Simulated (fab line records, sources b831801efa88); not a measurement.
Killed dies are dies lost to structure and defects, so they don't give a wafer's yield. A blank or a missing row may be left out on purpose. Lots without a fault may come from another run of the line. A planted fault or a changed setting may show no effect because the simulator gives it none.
A struck lot beside a sound one | flow gf180mcu | 14 steps out of a route of 602
Sound: wafers L730.1, L730.2, L730.5. Struck: wafers L737.3, L737.4, L737.6. The cause comes at the end.
At each step with rows: each side's tool, then ch and its chambers, then its first start. Under that, the readings that differ: sound wafers | struck wafers | difference of the means | sigmas: that difference in standard deviations of wafers without a fault.
alike: readings whose means differ by less than 2 such deviations, and words and numbers that are the same on both sides. not compared: withheld readings, readings that some wafer has no value for, bounds like >300 that may hide the same value, and numbers for which the record gives no deviation and whose values overlap.
The two part at a step that has a row with sigmas, a row that says differs or no value, or rows on one side only. Numbers that don't overlap but have no deviation are shown without sigmas and don't part them. A reading that every wafer of one side lacks parts them only if that side has two wafers or more.

first, 3 steps without rows for these wafers: GF_MVSD_EXPOSE_04 (exposes mask MVSD, target cd 1000 nm); GF_MVSD_PEB_05; GF_MVSD_DEVELOP_06 (develop time 60 s).
GF_MVSD_OVL_MEAS_07:
  sound on overlay-02, day 5 02:29; struck on overlay-01, day 6 20:23
  alike: MVSD_OVL
then, 2 steps without rows for these wafers: GF_MVSD_IMPLANT_08; GF_MVSD_IMPLANT_09.
GF_MVSD_STRIP_10: strips in O2/N2.
  sound on plasma_asher-04 ch 0,1, day 5 02:49; struck on plasma_asher-04 ch 0,1, day 6 20:45
  alike: chamber_pressure_mTorr, drypump_motor_current_A, heater_power_w, oes_product_au, strip_time_to_endpoint_s
  not compared: rf_hours_counter_h
GF_MVSD_TW_MEAS_11:
  sound on film_metro-03, day 5 02:55; struck on film_metro-04, day 6 20:50
  alike: MVSD_TW
then, 4 steps without rows for these wafers: GF_MVPSD_DEHYDRATE_00 (time 60 s); GF_MVPSD_HMDS_01 (prime time 60 s); GF_MVPSD_COAT_02 (resist thk 3000 nm); GF_MVPSD_SOFTBAKE_03.
GF_MVPSD_EXPOSE_04: exposes mask MVPSD, target cd 1000 nm.
  sound on iline_stepper-01 ch 0, day 5 10:19; struck on iline_stepper-02, day 7 04:21
  no value came back on the struck wafers for exposure_dose_mJ_cm2, focus_offset_nm (nm), stage_vel_mm_s (mm/s); on the sound wafers exposure_dose_mJ_cm2 reads 259.77 259.59 259.47
  alike: mask
then, 1 step without rows for these wafers: GF_MVPSD_PEB_05.

WHERE THEY PART
Only at GF_MVPSD_EXPOSE_04, within this record.

WHY: what the simulator had put in
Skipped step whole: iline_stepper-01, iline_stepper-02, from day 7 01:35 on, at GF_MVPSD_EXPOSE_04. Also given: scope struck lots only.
